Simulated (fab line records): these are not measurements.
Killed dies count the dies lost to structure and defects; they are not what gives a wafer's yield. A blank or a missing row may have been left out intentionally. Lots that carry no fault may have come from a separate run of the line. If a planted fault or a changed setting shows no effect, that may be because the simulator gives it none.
Problem report, 8D (eight disciplines) form, completed by code ; flow sky130 ; the parts of the form that need people (team, actions taken, sign-off) are left out

1. WHAT WENT WRONG
killedAtFrontEnd at SKY_PAD_OPEN_PROBE_99 reads a mean of 71 on 3 wafers of 2 lots; wafers without a fault read 16 with a standard deviation of 4.9. Relative to the usual mean, that is a shift of +11 standard deviations.
Seen first at day 50 09:50 on prober-02, wafer L113.2. The record holds 42 wafers of 14 lots with a number at this step. Rule for "out", or "out of limits": more than 4 standard deviations from the usual mean. The other wafers with a number count as sound.

2. WHAT THIS IS AND IS NOT
question;is;is not
which readings at this step;killedAtFrontEnd;killed_at_M0_to_M3, killed_at_M4_up, killedAtContacts, killedAtOther, killedShort
which lots;L113, L115;L100, L101, L102, L103, L104, L105, L116, L118, L119, L120, L997, L998
which wafers of those lots;L113.2, L113.3, L115.2;L113.6, L115.1, L115.4
read on which tools;prober-02;prober-01
when;from day 50 09:50;"up to then (24 sound wafers); but 15 sound wafers of L113, L115, L116, L118, L119, L120 came after"

3. WHAT RULES OUT EACH SUSPECT
Counting: any tool at a process step up to the reading remains a suspect provided it ran every lot that is out. Sound lots after the first of them don't rule it out here, since some wafers of a struck lot are sound.
- plasmaAsher-02 at SKY_LDD_P_STRIP_10 (strips in O2/N2): kept. It processed each lot that is out (first: L113, day 25 01:27); up to then, its last sound lot is L102 (day 21 04:40).
- prober-02 at SKY_PAD_OPEN_PROBE_99: kept. It processed each lot that is out (first: L113, day 50 09:50); up to then, its last sound lot is L104 (day 47 13:26). Its own readings are out on those wafers: killedAtFrontEnd.
- Within plasmaAsher-02 at SKY_LDD_P_STRIP_10, the wafers that are out were processed in chamber 1 and their sound lot-mates in chamber 0.
Left after counting: plasmaAsher-02 at SKY_LDD_P_STRIP_10, prober-02 at SKY_PAD_OPEN_PROBE_99.

4. THE CAUSE (what the simulator had put in)
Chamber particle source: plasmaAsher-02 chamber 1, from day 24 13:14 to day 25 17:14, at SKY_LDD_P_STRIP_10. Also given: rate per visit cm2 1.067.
This tool is one of the 2 suspects left after counting.

5. THE CHAIN OF EFFECTS, in route order
One row per reading whose mean, taken over the struck wafers that have a number, lies over 3 standard deviations from the usual. Scope: only readings with a usual standard deviation given in the record; hours: median across lots of the time from each lot's start at the first step in this table that gives one to its start at this step; sigmas: change in usual standard deviations.
hours;step;reading;usual;on struck wafers;change;sigmas
0;SKY_PAD_OPEN_PROBE_99;killedAtFrontEnd;16;71;+55;+11
0;SKY_PAD_OPEN_PROBE_99;killedDies;87;132;+45;+4.7
Process steps it contains:
- SKY_PAD_OPEN_PROBE_99

6. HOW IT WOULD HAVE BEEN CAUGHT EARLIER
In this record the first reading out of limits was taken at day 50 09:50, 621 hours after the fault began at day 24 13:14.
An alarm limit of 4 standard deviations would not have fired on the tool readings at SKY_LDD_P_STRIP_10 for which the record gives a usual standard deviation, since none of them was out on any struck wafer.
All the lots that are out (2) had begun SKY_LDD_P_STRIP_10 on plasmaAsher-02 by day 50 09:50. None of them would have been spared by holding the tool at that moment.
